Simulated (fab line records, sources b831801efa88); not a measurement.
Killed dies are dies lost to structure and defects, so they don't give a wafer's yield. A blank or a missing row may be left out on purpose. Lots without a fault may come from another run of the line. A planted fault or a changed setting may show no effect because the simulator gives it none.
Tool commonality check | flow sky130 | 12 lots, 36 wafers sampled

WHY IT WAS OPENED
At SKY_SD_P_TW_MEAS_11 the reading SD_P_TW is flagged on 2 of 12 lots. Wafers without a fault read 2821, standard deviation 17.
Rule: a lot is flagged when every wafer of it that has a number lies more than 4 standard deviations from that mean, or none has a number. The other lots count as sound.

lot  | measured     | on            | SD_P_TW, wafer by wafer | flag
L708 | day 25 17:06 | film_metro-02 | 2842 2844 2855          |
L709 | day 25 18:20 | film_metro-02 | 2880 2848 2845          |
L713 | day 27 23:58 | film_metro-03 | 2804 2807 2813          |
L714 | day 28 00:00 | film_metro-02 | 30 30 30                | FLAGGED
L715 | day 28 06:05 | film_metro-03 | 30 30 30                | FLAGGED
L720 | day 29 19:50 | film_metro-02 | 2822 2845 2831          |
L721 | day 30 00:40 | film_metro-04 | 2822 2807 2811          |
L724 | day 31 15:20 | film_metro-03 | 2836 2813 2823          |
L725 | day 31 18:56 | film_metro-04 | 2810 2807 2814          |
L727 | day 32 19:29 | film_metro-03 | 2817 2821 2832          |
L730 | day 33 06:15 | film_metro-04 | 2805 2811 2797          |
L729 | day 33 11:43 | film_metro-02 | 2821 2828 2827          |
The numbers of the flagged lots are 30 on average: -2791 against the usual, or -99 or more standard deviations.

WHICH TOOL RAN EACH LOT
The record holds 1 process step before the reading, out of a route of 708 steps. In each cell: the tool, then ch and the chambers that the sampled wafers went through, then the start.
lot  | flag    | SKY_SD_P_DEVELOP_06
L708 |         | litho_track-02 ch 0, day 25 16:34
L709 |         | litho_track-02 ch 0, day 25 17:47
L713 |         | litho_track-04 ch 0, day 27 23:25
L714 | FLAGGED | litho_track-02 ch 0, day 27 23:28
L715 | FLAGGED | litho_track-02 ch 0, day 28 05:32
L720 |         | litho_track-04 ch 0, day 29 19:17
L721 |         | litho_track-04 ch 0, day 30 00:07
L724 |         | litho_track-03 ch 0, day 31 14:47
L725 |         | litho_track-02 ch 0, day 31 18:23
L727 |         | litho_track-02 ch 0, day 32 18:56
L730 |         | litho_track-02 ch 0, day 33 05:43
L729 |         | litho_track-04 ch 0, day 33 11:10
What these steps do:
- SKY_SD_P_DEVELOP_06: develop time 60 s.
- SKY_SD_P_TW_MEAS_11

FLAGGED OVER TOTAL, TOOL BY TOOL (the gauges that took the reading come last)
step                | tool           | lots run | flagged | share of the flagged lots | sound lots run after its first flagged lot
SKY_SD_P_DEVELOP_06 | litho_track-02 | 7        | 2       | all                       | 3 (L725,L727,L730)
SKY_SD_P_DEVELOP_06 | litho_track-03 | 1        | 0       | none                      | -
SKY_SD_P_DEVELOP_06 | litho_track-04 | 4        | 0       | none                      | -
SKY_SD_P_TW_MEAS_11 | film_metro-02  | 5        | 1       | some                      | 2 (L720,L729)
SKY_SD_P_TW_MEAS_11 | film_metro-03  | 4        | 1       | some                      | 2 (L724,L727)
SKY_SD_P_TW_MEAS_11 | film_metro-04  | 3        | 0       | none                      | -

WHAT THE TABLE ALLOWS
1 row of the table ran every flagged lot: litho_track-02 at SKY_SD_P_DEVELOP_06.
- litho_track-02 at SKY_SD_P_DEVELOP_06: 2 of its 7 lots flagged. Sound lots ran on it after the first flagged one (L725, L727, L730), which a lasting fault on the whole tool wouldn't allow.
No row of the table ran every flagged lot and no sound lot after the first.

WHAT THE SIMULATOR HAD PUT IN
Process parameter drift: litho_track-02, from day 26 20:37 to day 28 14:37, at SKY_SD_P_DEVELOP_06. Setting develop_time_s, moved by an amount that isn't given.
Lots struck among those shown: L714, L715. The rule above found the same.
